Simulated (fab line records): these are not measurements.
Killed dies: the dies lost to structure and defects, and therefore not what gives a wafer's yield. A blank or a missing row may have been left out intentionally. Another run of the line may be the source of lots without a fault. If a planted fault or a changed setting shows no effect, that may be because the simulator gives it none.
fab line records    flow gf180mcu    part 2 of 2: steps 27 to 37 of 37
record lots=5  wafers=15  last-day=34
route steps=602 shown HV_LDD@188
lots that met no fault: taken from a fault-free run of the same line
start-h: hours from the record's opening day to when the first of the lot's shown wafers began    wait-h: time in hours since the lot's previous step    " identical to the entry in the row above    L1.1+2: several wafers, shown together as one row    - no value present, or no start provided    * or withheld: withheld    < > ~ a bound
route shown NAME@n: names a module that has steps shown in the file, with the first one's number in the route    usual: mean/standard deviation of fault-free wafers    same: alike in all rows    chamber/n: place in a boat    sites: the reading at each site    _std_site: the standard deviation of these    _edge_site: inner sites' mean taken away from outer sites' mean    radius-mm: for every site, how far away it sits from the centre of the wafer    mask NAME#n: copy n    behind: the last tool/chamber to shape the wafer    hold: why the lot was held/for how many hours/how that ended    device: the n, p or np transistor that did not switch    end of line: tests of these same wafers at the route's end    where a step has no rows: the recipe by itself    killed: count of dies lost to structure and defects at first sort (not the wafer's yield)    map: shows each die of a wafer: x if killed, . if not, _ if none is there
set.NAME: the run value of the setting; set.NAME@STEP: its run value at that earlier step    model.NAME: the simulator's own value behind a step, which no gauge read
certain route steps with their lots: each step a table, each wafer a row
services: when a tool's chamber went out of use (start-h, in hours from the record's first day, below 0 if earlier), for how many hours, and the reason
## steps
# step GF_HV_LDD_TW_MEAS_38
# usual HV_LDD_3_TW=1447/6.7
lot.wafer  tool           chamber  start-h  wait-h  HV_LDD_3_TW
L075.2     film-metro-03  -        260.28   0.1     1435
L075.3     "              -        "        "       1447
L075.5     "              -        "        "       1442
L078.1     film-metro-04  -        284.02   0.1     1452
L078.4     "              -        "        "       1446
L078.5     "              -        "        "       1441
L082.2     film-metro-03  -        319.03   0.1     1439
L082.3     "              -        "        "       1436
L082.4     "              -        "        "       1437
L087.2     film-metro-01  -        353.35   0.1     1441
L087.3     "              -        "        "       1443
L087.5     "              -        "        "       1444
L097.1     film-metro-03  -        439.45   0.1     1446
L097.4     "              -        "        "       1454
L097.5     "              -        "        "       1448
# step GF_HV_LDD_DEHYDRATE_39
# recipe temp-c=200  time-s=60
# usual exhaust-pa=45.0/0.94
lot.wafer  tool            chamber  start-h  wait-h  exhaust-pa
L075.2     litho-track-02  0        269.56   9.3     43.5
L075.3     "               0        "        "       44.4
L075.5     "               0        "        "       44.4
L078.1     litho-track-03  0        293.41   9.4     43.7
L078.4     "               0        "        "       42.8
L078.5     "               0        "        "       44.0
L082.2     litho-track-02  0        328.96   9.9     46.0
L082.3     "               0        "        "       45.1
L082.4     "               0        "        "       44.9
L087.2     litho-track-02  0        362.96   9.6     47.0
L087.3     "               0        "        "       45.7
L087.5     "               0        "        "       45.6
L097.1     litho-track-03  0        450.91   11.4    44.8
L097.4     "               0        "        "       44.6
L097.5     "               0        "        "       44.7
# step GF_HV_LDD_HMDS_40
# recipe prime-time-s=60  prime-temp-c=120
# usual exhaust-pa=44.8/0.77
lot.wafer  tool            chamber  start-h  wait-h  exhaust-pa
L075.2     litho-track-02  0        269.71   0.1     45.1
L075.3     "               0        "        "       44.6
L075.5     "               0        "        "       46.6
L078.1     litho-track-03  0        293.56   0.1     44.0
L078.4     "               0        "        "       46.2
L078.5     "               0        "        "       44.7
L082.2     litho-track-02  0        329.11   0.1     45.6
L082.3     "               0        "        "       44.8
L082.4     "               0        "        "       45.9
L087.2     litho-track-02  0        363.11   0.1     44.6
L087.3     "               0        "        "       45.5
L087.5     "               0        "        "       44.8
L097.1     litho-track-03  0        451.06   0.1     44.8
L097.4     "               0        "        "       44.3
L097.5     "               0        "        "       44.4
# step GF_HV_LDD_COAT_41
# recipe resist=NOVOLAK  spin-rpm=3000  resist-thk-nm=1000
# usual exhaust-pa=45.0/1
lot.wafer  tool            chamber  start-h  wait-h  exhaust-pa
L075.2     litho-track-02  0        269.86   0.1     43.9
L075.3     "               0        "        "       45.8
L075.5     "               0        "        "       44.9
L078.1     litho-track-03  0        293.71   0.1     45.6
L078.4     "               0        "        "       44.5
L078.5     "               0        "        "       47.5
L082.2     litho-track-02  0        329.26   0.1     43.9
L082.3     "               0        "        "       45.3
L082.4     "               0        "        "       45.2
L087.2     litho-track-02  0        363.26   0.1     45.8
L087.3     "               0        "        "       46.7
L087.5     "               0        "        "       45.8
L097.1     litho-track-03  0        451.21   0.1     45.5
L097.4     "               0        "        "       43.9
L097.5     "               0        "        "       44.5
# step GF_HV_LDD_SOFTBAKE_42
# recipe temp-c=90  time-s=60  resist=NOVOLAK
# usual exhaust-pa=45.0/0.93
lot.wafer  tool            chamber  start-h  wait-h  exhaust-pa
L075.2     litho-track-02  0        270.01   0.1     44.3
L075.3     "               0        "        "       46.2
L075.5     "               0        "        "       44.6
L078.1     litho-track-03  0        293.86   0.1     46.4
L078.4     "               0        "        "       45.5
L078.5     "               0        "        "       44.9
L082.2     litho-track-02  0        329.41   0.1     45.8
L082.3     "               0        "        "       45.2
L082.4     "               0        "        "       45.2
L087.2     litho-track-02  0        363.41   0.1     44.9
L087.3     "               0        "        "       44.1
L087.5     "               0        "        "       44.6
L097.1     litho-track-03  0        451.36   0.1     45.9
L097.4     "               0        "        "       46.2
L097.5     "               0        "        "       44.4
# step GF_HV_LDD_EXPOSE_43
# recipe mask-id=Pplus_HV_AREA  target-cd-nm=400  na=0.6  source-shape=conventional  sigma-outer=0.6  dose-mj=140
# same na=0.6
lot.wafer   tool              chamber  start-h  wait-h  mask
L075.2+3+5  iline-stepper-02  0        -        -       Pplus_HV_AREA#0
L078.1+4+5  iline-stepper-02  0        -        -       Pplus_HV_AREA#0
L082.2+3+4  iline-stepper-02  0        -        -       Pplus_HV_AREA#0
L087.2+3+5  iline-stepper-01  0        -        -       Pplus_HV_AREA#0
L097.1+4+5  iline-stepper-02  0        -        -       Pplus_HV_AREA#0
# step GF_HV_LDD_PEB_44
# recipe temp-c=withheld  time-s=*  resist=NOVOLAK
# usual exhaust-pa=45.0/0.95
lot.wafer  tool            chamber  start-h  wait-h  exhaust-pa
L075.2     litho-track-03  0        -        -       45.3
L075.3     "               0        "        "       45.2
L075.5     "               0        "        "       44.7
L078.1     litho-track-02  0        -        -       45.3
L078.4     "               0        "        "       45.7
L078.5     "               0        "        "       44.8
L082.2     litho-track-03  0        -        -       43.3
L082.3     "               0        "        "       45.4
L082.4     "               0        "        "       45.4
L087.2     litho-track-02  0        -        -       45.2
L087.3     "               0        "        "       45.7
L087.5     "               0        "        "       44.4
L097.1     litho-track-02  0        -        -       46.2
L097.4     "               0        "        "       46.7
L097.5     "               0        "        "       46.5
# step GF_HV_LDD_DEVELOP_45
# recipe develop-time-s=60  dev-temp-c=23
# usual exhaust-pa=45.0/0.81
lot.wafer  tool            chamber  start-h  wait-h  exhaust-pa
L075.2     litho-track-03  0        279.33   0.1     46.7
L075.3     "               0        "        "       45.4
L075.5     "               0        "        "       45.8
L078.1     litho-track-02  0        303.09   0.1     44.5
L078.4     "               0        "        "       45.9
L078.5     "               0        "        "       44.7
L082.2     litho-track-03  0        339.73   0.1     43.2
L082.3     "               0        "        "       45.8
L082.4     "               0        "        "       45.2
L087.2     litho-track-02  0        373.86   0.1     45.6
L087.3     "               0        "        "       46.0
L087.5     "               0        "        "       44.4
L097.1     litho-track-02  0        463.64   0.1     45.9
L097.4     "               0        "        "       45.3
L097.5     "               0        "        "       45.3
# step GF_HV_LDD_CD_MEAS_46
# recipe target-cd-nm=400
# usual cd-nm=400.0/2.5
lot.wafer  tool       chamber  start-h  wait-h  cd-nm
L075.2     cd-sem-01  -        279.48   0.1     396.8
L075.3     "          -        "        "       395.6
L075.5     "          -        "        "       397.3
L078.1     cd-sem-02  -        303.24   0.1     397.6
L078.4     "          -        "        "       397.2
L078.5     "          -        "        "       396.6
L082.2     cd-sem-01  -        339.88   0.1     400.6
L082.3     "          -        "        "       400.2
L082.4     "          -        "        "       401.5
L087.2     cd-sem-01  -        374.01   0.1     398.9
L087.3     "          -        "        "       399.2
L087.5     "          -        "        "       401.5
L097.1     cd-sem-01  -        463.79   0.1     398.5
L097.4     "          -        "        "       397.4
L097.5     "          -        "        "       398.1
# step GF_HV_LDD_OVL_MEAS_47
# usual HV_LDD_03_OVL=1.3/1.5
lot.wafer  tool        chamber  start-h  wait-h  HV_LDD_03_OVL[nm]
L075.2     overlay-02  -        279.59   0.1     2.6
L075.3     "           -        "        "       2.7
L075.5     "           -        "        "       2.7
L078.1     overlay-01  -        303.36   0.1     1.0
L078.4     "           -        "        "       0.1
L078.5     "           -        "        "       -0.7
L082.2     overlay-01  -        339.98   0.1     0.1
L082.3     "           -        "        "       2.3
L082.4     "           -        "        "       4.3
L087.2     overlay-01  -        374.11   0.1     -1.1
L087.3     "           -        "        "       -0.9
L087.5     "           -        "        "       -1.1
L097.1     overlay-02  -        463.91   0.1     3.0
L097.4     "           -        "        "       3.1
L097.5     "           -        "        "       1.0
# step GF_HV_LDD_IMPLANT_48
# recipe species=B  energy-kev=25  dose-cm2=3e+13  tilt-deg=7
# usual tilt-deg=7.005/0.02
lot.wafer  tool          chamber  start-h  wait-h  tilt-deg
L075.2     implanter-02  0        279.64   0.0     7.006
L075.3     "             0        "        "       6.965
L075.5     "             0        "        "       7.003
L078.1     implanter-01  0        303.39   0.0     7.038
L078.4     "             0        "        "       7.030
L078.5     "             0        "        "       7.037
L082.2     implanter-03  0        340.04   0.0     6.988
L082.3     "             0        "        "       6.986
L082.4     "             0        "        "       6.991
L087.2     implanter-03  0        374.17   0.0     6.993
L087.3     "             0        "        "       7.006
L087.5     "             0        "        "       6.994
L097.1     implanter-01  0        463.94   0.0     6.993
L097.4     "             0        "        "       6.964
L097.5     "             0        "        "       6.981
## services
tool              chamber  start-h  hours  kind
implanter-02      -        216.46   2.9    pm
implanter-01      -        218.87   12.8   pm
iline-stepper-01  0        230.12   -      calibration
plasma-asher-01   -        231.24   0.7    repair
litho-track-01    -        246.87   -      consumable-replace:filter
iline-stepper-02  0        252.82   -      calibration
plasma-asher-03   -        357.04   2.6    repair
implanter-02      -        363.22   13.9   pm
iline-stepper-02  -        367.01   1.7    pm
plasma-asher-04   -        373.39   0.7    repair
implanter-01      -        377.16   3.3    repair
litho-track-02    -        400.84   -      consumable-replace:filter
plasma-asher-03   -        409.28   2.8    pm
implanter-01      -        416.92   7.9    repair
implanter-01      -        417.98   3.1    repair
implanter-02      -        420.67   5.0    repair
plasma-asher-04   -        421.25   9.0    pm
plasma-asher-04   0        421.25   9.0    vent-cycle
plasma-asher-04   1        421.25   9.0    vent-cycle
plasma-asher-04   0        430.25   -      clean
plasma-asher-01   -        433.12   1.1    repair
iline-stepper-01  -        437.08   7.2    repair
iline-stepper-01  0        441.64   -      calibration
implanter-03      -        461.82   4.7    pm
